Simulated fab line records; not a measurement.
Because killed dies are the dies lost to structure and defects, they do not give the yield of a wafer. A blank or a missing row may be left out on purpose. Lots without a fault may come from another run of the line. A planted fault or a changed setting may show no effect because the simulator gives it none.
Which tool is to blame? / flow gf180mcu / Sampling: 24 lots, 72 wafers, 2 of 602 route steps

== WHAT THE GAUGES SHOWED, per wafer ==
GF_MVPSD_TW_MEAS_11. Usual: for MVPSD_TW the level is 556 and the standard deviation is 10.
lot=L074; measured=day 5 00:45; on=film_metro-04; MVPSD_TW=567 566 564; flag=
lot=L075; measured=day 5 06:25; on=film_metro-03; MVPSD_TW=557 553 554; flag=
lot=L076; measured=day 5 11:11; on=film_metro-01; MVPSD_TW=547 546 546; flag=
lot=L077; measured=day 5 20:25; on=film_metro-04; MVPSD_TW=563 563 565; flag=
lot=L078; measured=day 5 23:22; on=film_metro-04; MVPSD_TW=562 564 562; flag=
lot=L079; measured=day 6 05:24; on=film_metro-04; MVPSD_TW=566 564 567; flag=
lot=L080; measured=day 6 11:18; on=film_metro-01; MVPSD_TW=544 544 546; flag=
lot=L081; measured=day 6 17:12; on=film_metro-04; MVPSD_TW=565 564 566; flag=
lot=L082; measured=day 6 23:17; on=film_metro-01; MVPSD_TW=544 548 546; flag=
lot=L083; measured=day 7 06:40; on=film_metro-04; MVPSD_TW=562 562 563; flag=
lot=L084; measured=day 7 12:13; on=film_metro-04; MVPSD_TW=562 562 563; flag=
lot=L085; measured=day 7 18:02; on=film_metro-03; MVPSD_TW=554 558 554; flag=
lot=L086; measured=day 7 22:52; on=film_metro-03; MVPSD_TW=556 555 555; flag=
lot=L087; measured=day 8 10:59; on=film_metro-01; MVPSD_TW=541 540 537; flag=
lot=L088; measured=day 8 13:55; on=film_metro-01; MVPSD_TW=542 537 541; flag=
lot=L089; measured=day 8 16:27; on=film_metro-04; MVPSD_TW=569 571 571; flag=
lot=L090; measured=day 9 03:19; on=film_metro-01; MVPSD_TW=541 544 542; flag=
lot=L091; measured=day 9 09:29; on=film_metro-03; MVPSD_TW=556 554 555; flag=
lot=L092; measured=day 9 16:14; on=film_metro-03; MVPSD_TW=553 552 555; flag=
lot=L093; measured=day 9 21:13; on=film_metro-03; MVPSD_TW=555 557 555; flag=
lot=L094; measured=day 9 23:38; on=film_metro-01; MVPSD_TW=543 539 544; flag=
lot=L095; measured=day 10 08:11; on=film_metro-04; MVPSD_TW=572 569 570; flag=
lot=L096; measured=day 10 13:17; on=film_metro-03; MVPSD_TW=553 555 550; flag=
lot=L097; measured=day 10 19:25; on=film_metro-04; MVPSD_TW=571 570 571; flag=

GF_HV_LDD_TW_MEAS_23. Usual: for HV_LDD_2_TW the level is 1052 and the standard deviation is 20.
lot=L074; measured=day 10 15:52; on=film_metro-03; HV_LDD_2_TW=1060 1055 1054; flag=
lot=L075; measured=day 11 01:18; on=film_metro-01; HV_LDD_2_TW=1036 1033 1040; flag=
lot=L076; measured=day 11 05:29; on=film_metro-01; HV_LDD_2_TW=1034 1036 1036; flag=
lot=L077; measured=day 11 17:01; on=film_metro-04; HV_LDD_2_TW=1085 1086 1087; flag=
lot=L078; measured=day 12 01:50; on=film_metro-01; HV_LDD_2_TW=1037 1034 1035; flag=
lot=L079; measured=day 12 07:50; on=film_metro-03; HV_LDD_2_TW=1057 1054 1060; flag=
lot=L080; measured=day 12 12:21; on=film_metro-03; HV_LDD_2_TW=1056 1060 1057; flag=
lot=L081; measured=day 12 20:04; on=film_metro-03; HV_LDD_2_TW=1058 1063 1057; flag=
lot=L082; measured=day 13 01:28; on=film_metro-01; HV_LDD_2_TW=1040 1036 1035; flag=
lot=L083; measured=day 13 15:24; on=film_metro-04; HV_LDD_2_TW=1096 1093 1084; flag=
lot=L084; measured=day 13 21:09; on=film_metro-04; HV_LDD_2_TW=1089 1094 1090; flag=
lot=L085; measured=day 14 04:19; on=film_metro-01; HV_LDD_2_TW=1039 1032 1038; flag=
lot=L086; measured=day 14 13:19; on=film_metro-01; HV_LDD_2_TW=1034 1032 1031; flag=
lot=L087; measured=day 15 04:45; on=film_metro-01; HV_LDD_2_TW=1035 1035 1033; flag=
lot=L088; measured=day 15 06:55; on=film_metro-03; HV_LDD_2_TW=1063 1054 1050; flag=
lot=L089; measured=day 15 11:37; on=film_metro-03; HV_LDD_2_TW=1049 1057 1055; flag=
lot=L090; measured=day 16 02:47; on=film_metro-03; HV_LDD_2_TW=1054 1055 1052; flag=
lot=L091; measured=day 16 08:50; on=film_metro-01; HV_LDD_2_TW=1041 1040 1039; flag=
lot=L092; measured=day 16 14:27; on=film_metro-01; HV_LDD_2_TW=1037 1039 1032; flag=
lot=L093; measured=day 16 22:16; on=film_metro-01; HV_LDD_2_TW=1042 1035 1034; flag=
lot=L094; measured=day 17 04:13; on=film_metro-01; HV_LDD_2_TW=1036 1036 1041; flag=
lot=L095; measured=day 17 13:20; on=film_metro-01; HV_LDD_2_TW=1033 1034 1037; flag=
lot=L096; measured=day 17 18:22; on=film_metro-03; HV_LDD_2_TW=1063 1067 1062; flag=
lot=L097; measured=day 18 01:53; on=film_metro-04; HV_LDD_2_TW=1097 1091 1088; flag=

== TOOL THAT RAN EACH LOT (tool first, then ch and the chambers of the sampled wafers, then the start) ==
Record: no process step prior to these readings.

== AS READ BY THE TOOLS THEMSELVES (means over the sampled wafers that have a number; for cases with no such wafer, the mark the record gives instead) ==
The record holds no such reading with a usual standard deviation.

== THE ANSWER, worked out from the rows above alone ==
Rule: take the mean of a lot's wafers that have a number; if it is more than 3 standard deviations from the usual mean, the lot is off. Also off: a lot with no number at a reading for which 4 or more lots have one. All remaining lots with rows at the step are treated as sound. Order of review: gauges by route order, followed by the tools' own readings, for which a lot's mean as printed above is used. At the first step where some lot is off, the reading lying furthest off is the one used; lots without a number count as furthest.
No lot is off at any reading shown: from this, nothing can be told.

== WHAT WAS PUT IN BY THE SIMULATOR ==
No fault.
